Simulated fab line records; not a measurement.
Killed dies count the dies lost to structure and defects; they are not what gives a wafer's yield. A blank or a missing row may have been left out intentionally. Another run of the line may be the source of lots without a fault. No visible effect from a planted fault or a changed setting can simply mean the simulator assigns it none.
The tool behind it: which one?    flow gf180mcu    13 lots with 36 wafers sampled at 3 steps, on a route of 602 steps

WHAT THE GAUGES READ, wafer by wafer
GF_CONTACT_RS_MEAS_25: measures by four-point-probe. Usual: CONTACT_W_RS typically reads 0.385 ohm/sq, with standard deviation 0.0038.
lot   measured      on             CONTACT_W_RS (ohm/sq)  flag
L275  day 16 04:37  film-metro-04  0.375 0.377 0.372      
L277  day 16 21:35  film-metro-04  0.387 0.380 0.382      
L278  day 17 03:12  film-metro-04  0.377 0.384 0.384      
L284  day 19 10:55  film-metro-04  0.387 0.386            
L285  day 19 17:08  film-metro-04  0.387 0.382            
L287  day 20 14:11  film-metro-04  0.387 0.388            
L291  day 22 07:06  film-metro-03  0.384 0.389 0.382      
L292  day 22 21:55  film-metro-03  0.383 0.385 0.387      
L293  day 22 23:40  film-metro-01  0.384 0.391 0.388      
L295  day 23 16:21  film-metro-03  0.385 0.388 0.386      
L296  day 24 01:25  film-metro-04  0.383 0.389 0.388      
L297  day 24 02:51  film-metro-03  0.385 0.391 0.389      
L298  day 24 15:35  film-metro-01  0.387 0.380 0.385      

GF_M1_CD_MEAS_14 targets a cd of 230 nm. Usual: cd-nm at 230.2 nm, with a standard deviation of 1.2.
lot   measured      on         cd-nm (nm)         flag
L275  day 17 03:14  cd-sem-02  228.8 229.8 229.2  
L277  day 17 20:23  cd-sem-01  229.8 229.2 230.0  
L278  day 18 01:53  cd-sem-02  228.4 230.9 230.2  
L284  day 20 10:43  cd-sem-02  229.8 230.3        
L285  day 20 17:48  cd-sem-01  229.1 229.7        
L287  day 21 14:27  cd-sem-02  229.2 226.8        
L291  day 23 06:58  cd-sem-01  230.9 229.6 231.0  
L292  day 23 21:22  cd-sem-01  229.5 229.9 230.7  
L293  day 23 22:43  cd-sem-02  231.7 231.3 232.8  
L295  day 24 15:16  cd-sem-02  231.1 229.8 229.6  
L296  day 24 22:53  cd-sem-02  231.7 230.9 230.6  
L297  day 25 01:31  cd-sem-02  228.7 229.0 228.4  
L298  day 25 13:44  cd-sem-02  230.3 230.6 231.2  

TOOL THAT RAN EACH LOT (tool first, then ch and the chambers of the sampled wafers, then the start)
lot   GF_CONTACT_CMP_27
L275  cmp-01 ch 0,3, day 16 04:47
L277  cmp-01 ch 0,2,3, day 16 21:46
L278  cmp-01 ch 0,1,2, day 17 03:29
L284  cmp-01 ch 0,2, day 19 11:12
L285  cmp-01 ch 1,3, day 19 17:28
L287  cmp-02 ch 2,3, day 20 14:22
L291  cmp-01 ch 0,3, day 22 07:17
L292  cmp-02 ch 0,3, day 22 22:05
L293  cmp-01 ch 0,1,2, day 22 23:51
L295  cmp-02 ch 1,2,3, day 23 16:43
L296  cmp-02 ch 0,2,3, day 24 01:38
L297  cmp-01 ch 1,2,3, day 24 02:59
L298  cmp-02 ch 0,1,3, day 24 15:48
- GF_CONTACT_CMP_27: polishes, stops on SiO2, t overpolish 15 s, target thk 0 nm.

WHAT THE TOOLS THEMSELVES READ (means of the sampled wafers that have a number; where no wafer has one, the mark that the record gives instead)
GF_CONTACT_CMP_27. Usual: motor-current-A 11.0 A, standard deviation 1.3; overpolish-run-s 15.001 s, standard deviation 0.0095; time-to-endpoint-s 70 s, standard deviation 3.5.
lot   tool    motor-current-A (A)  overpolish-run-s (s)  time-to-endpoint-s (s)  flag
L275  cmp-01  10.4                 15.001                70                      
L277  cmp-01  10.1                 14.993                68                      
L278  cmp-01  10.5                 15.005                74                      
L284  cmp-01  10.2                 14.997                70                      
L285  cmp-01  10.4                 14.998                67                      
L287  cmp-02  13.1                 14.994                68                      
L291  cmp-01  10.1                 15.001                69                      
L292  cmp-02  13.5                 14.999                67                      
L293  cmp-01  10.8                 15.005                70                      
L295  cmp-02  12.1                 15.000                66                      
L296  cmp-02  12.0                 14.994                67                      
L297  cmp-01  10.4                 14.985                69                      
L298  cmp-02  12.1                 15.003                67                      

THE ANSWER, worked out from the rows above alone
Rule: a lot counts as off when the mean over its wafers that have a number is more than 3 standard deviations away from the usual mean. Also off: a lot with no number at a reading for which 4 or more lots have one. All remaining lots with rows at the step are treated as sound. First the gauges in route order, then the tools' own readings, where a lot's mean is used as printed above. At the first step where some lot is off, the reading lying furthest off is the one used; lots without a number count as furthest.
No lot is off at any reading shown: from this, nothing can be told.

WHAT WAS PUT IN BY THE SIMULATOR
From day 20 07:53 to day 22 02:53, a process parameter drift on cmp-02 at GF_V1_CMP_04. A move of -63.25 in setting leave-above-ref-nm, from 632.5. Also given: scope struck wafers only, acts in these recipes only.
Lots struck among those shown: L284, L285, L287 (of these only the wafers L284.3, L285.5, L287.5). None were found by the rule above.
